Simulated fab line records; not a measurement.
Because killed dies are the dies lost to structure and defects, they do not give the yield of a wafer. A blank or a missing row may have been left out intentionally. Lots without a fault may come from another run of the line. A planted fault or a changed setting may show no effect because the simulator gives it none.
Which tool did it? | flow sky130 | 39 wafers from 13 lots sampled at 5 of the route's 708 steps

== WHAT THE GAUGES READ, wafer by wafer ==
SKY_POLY_GATE_THK_MEAS_04.
lot  | measured     | on            | POLY_GATE_CVD_03_THK (nm)
L829 | day 16 04:50 | film-metro-02 | 74.4 73.8 74.6
L830 | day 16 20:50 | film-metro-01 | 75.6 75.5 75.3
L831 | day 17 08:04 | film-metro-01 | 74.9 74.5 74.9
L832 | day 17 12:29 | film-metro-02 | 73.2 73.9 74.0
L833 | day 17 19:55 | film-metro-03 | 75.2 75.8 74.8
L835 | day 18 12:33 | film-metro-03 | 75.4 76.1 76.0
L836 | day 18 21:40 | film-metro-03 | 75.5 74.9 75.3
L840 | day 20 05:29 | film-metro-03 | 75.6 76.2 75.5
L844 | day 21 13:10 | film-metro-03 | 75.9 75.5 76.1
L846 | day 22 04:06 | film-metro-03 | 75.5 75.6 75.8
L847 | day 22 15:52 | film-metro-02 | 74.9 75.0 74.6
L848 | day 22 22:37 | film-metro-01 | 74.3 74.6 75.3
L849 | day 23 04:52 | film-metro-02 | 74.5 75.3 74.6

SKY_POLY_GATE_OVL_MEAS_14.
lot  | measured     | on         | POLY_GATE_OVL (nm)
L829 | day 17 09:30 | overlay-02 | -2 5 4
L830 | day 18 01:34 | overlay-02 | 5 7 -1
L831 | day 18 14:04 | overlay-01 | -12 -9 -10
L832 | day 18 18:29 | overlay-02 | 3 6 3
L833 | day 19 02:01 | overlay-02 | -1 -1 -2
L835 | day 19 19:27 | overlay-01 | -2 -1 -2
L836 | day 20 04:29 | overlay-02 | -6 2 3
L840 | day 21 12:15 | overlay-02 | 6 3 4
L844 | day 22 18:31 | overlay-01 | -4 1 -7
L846 | day 23 10:19 | overlay-02 | -4 -8 -8
L847 | day 23 22:08 | overlay-01 | 1 -2 1
L848 | day 24 04:31 | overlay-02 | -1 -2 -2
L849 | day 24 10:37 | overlay-01 | -3 -4 -4

SKY_LDD_HVP_OVL_MEAS_07.
lot  | measured     | on         | LDD_HVP_OVL (nm)
L829 | day 22 16:16 | overlay-02 | 1.5 2.6 2.4
L830 | day 23 05:02 | overlay-02 | -1.3 0.9 1.8
L831 | day 23 20:25 | overlay-01 | -1.9 -1.2 -1.2
L832 | day 24 00:02 | overlay-02 | 2.8 1.5 0.7
L833 | day 24 09:50 | overlay-02 | -1.2 -1.9 -1.2
L835 | day 24 23:43 | overlay-02 | -0.5 2.3 -0.7
L836 | day 25 08:34 | overlay-02 | -0.5 1.4 0.9
L840 | day 26 15:08 | overlay-01 | 0.5 1.7 2.7
L844 | day 27 19:26 | overlay-01 | 1.1 1.0 1.0
L846 | day 28 09:19 | overlay-01 | -1.9 -0.3 -1.4
L847 | day 29 02:16 | overlay-01 | 0.5 2.0 1.2
L848 | day 29 02:32 | overlay-02 | -0.8 -0.5 0.1
L849 | day 29 09:53 | overlay-01 | 1.0 -0.1 0.7

== EACH LOT AND THE TOOL THAT RAN IT (in order: tool; ch and the chambers of the sampled wafers; start) ==
lot  | SKY_LDD_P_COAT_02                 | SKY_LDD_P_STRIP_10
L829 | litho-track-04 ch 0, day 19 10:41 | plasma-asher-04 ch 0,1, day 20 02:37
L830 | litho-track-04 ch 0, day 20 01:13 | plasma-asher-03 ch 0,1, day 20 16:49
L831 | litho-track-04 ch 0, day 20 16:46 | plasma-asher-04 ch 0,1, day 21 08:46
L832 | litho-track-04 ch 0, day 20 20:53 | plasma-asher-01 ch 1, day 21 13:04
L833 | litho-track-04 ch 0, day 21 05:55 | plasma-asher-03 ch 1, day 21 21:19
L835 | litho-track-04 ch 0, day 21 20:47 | plasma-asher-03 ch 0,1, day 22 12:28
L836 | litho-track-02 ch 0, day 22 06:58 | plasma-asher-03 ch 0,1, day 22 22:23
L840 | litho-track-01 ch 0, day 23 13:49 | plasma-asher-04 ch 0,1, day 24 04:50
L844 | litho-track-02 ch 0, day 24 16:08 | plasma-asher-03 ch 0,1, day 25 07:25
L846 | litho-track-02 ch 0, day 25 09:29 | plasma-asher-03 ch 1, day 26 00:31
L847 | litho-track-04 ch 0, day 25 20:52 | plasma-asher-03 ch 0,1, day 26 11:40
L848 | litho-track-02 ch 0, day 26 02:14 | plasma-asher-01 ch 0, day 26 17:44
L849 | litho-track-04 ch 0, day 26 10:17 | plasma-asher-04 ch 0,1, day 27 01:23
- SKY_LDD_P_COAT_02: resist thk 1140 nm.
- SKY_LDD_P_STRIP_10: strips in O2/N2.

== WHAT THE TOOLS THEMSELVES READ (means of the sampled wafers that have a number; where no wafer has one, the mark that the record gives instead) ==
SKY_LDD_P_STRIP_10.
lot  | tool            | drypump-motor-current-A (A) | oes-product-au (a.u.) | strip-time-to-endpoint-s (s)
L829 | plasma-asher-04 | 5.2                         | 0.717                 | 14.14
L830 | plasma-asher-03 | 6.2                         | 0.716                 | 14.17
L831 | plasma-asher-04 | 5.2                         | 0.716                 | 14.17
L832 | plasma-asher-01 | 5.3                         | 0.711                 | 14.14
L833 | plasma-asher-03 | 6.7                         | 0.716                 | 15.29
L835 | plasma-asher-03 | 6.4                         | 0.718                 | 15.23
L836 | plasma-asher-03 | 6.2                         | 0.716                 | 14.16
L840 | plasma-asher-04 | 5.2                         | 0.716                 | 14.20
L844 | plasma-asher-03 | 6.4                         | 0.715                 | 14.18
L846 | plasma-asher-03 | 6.7                         | 0.715                 | 14.20
L847 | plasma-asher-03 | 6.2                         | 0.718                 | 14.19
L848 | plasma-asher-01 | 5.3                         | 0.716                 | 14.12
L849 | plasma-asher-04 | 5.2                         | 0.715                 | 14.27

== THE ANSWER, worked out from the rows above alone ==
Rule: usual is defined by the lots themselves. Put in order of their means at a reading, lots are off if they are a third of the lots or fewer, leave a main group of 4 or more, and stand apart from it by a gap of 3 or more times the standard deviation of the main group's means; of several such gaps the widest counts. If all means in a main group match to the digits the tables above print for the reading, that group is not used. A lot without any number at a reading at which 4 lots or more have one is off too. All remaining lots with rows at the step are treated as sound. First the gauges in route order, then the tools' own readings, where a lot's mean is used as printed above. At the first step where some lot is off, the reading lying furthest off is the one used; lots without a number count as furthest.
Off at SKY_LDD_P_STRIP_10 (strip-time-to-endpoint-s): L833, L835. Main group: mean 14.18 s, sd 0.038.
If a tool, at that step or one of the process steps before it, ran each lot that is off and ran no sound lot following the first of them, it fits. None of those tried fits.

== WHAT THE SIMULATOR HAD PUT IN ==
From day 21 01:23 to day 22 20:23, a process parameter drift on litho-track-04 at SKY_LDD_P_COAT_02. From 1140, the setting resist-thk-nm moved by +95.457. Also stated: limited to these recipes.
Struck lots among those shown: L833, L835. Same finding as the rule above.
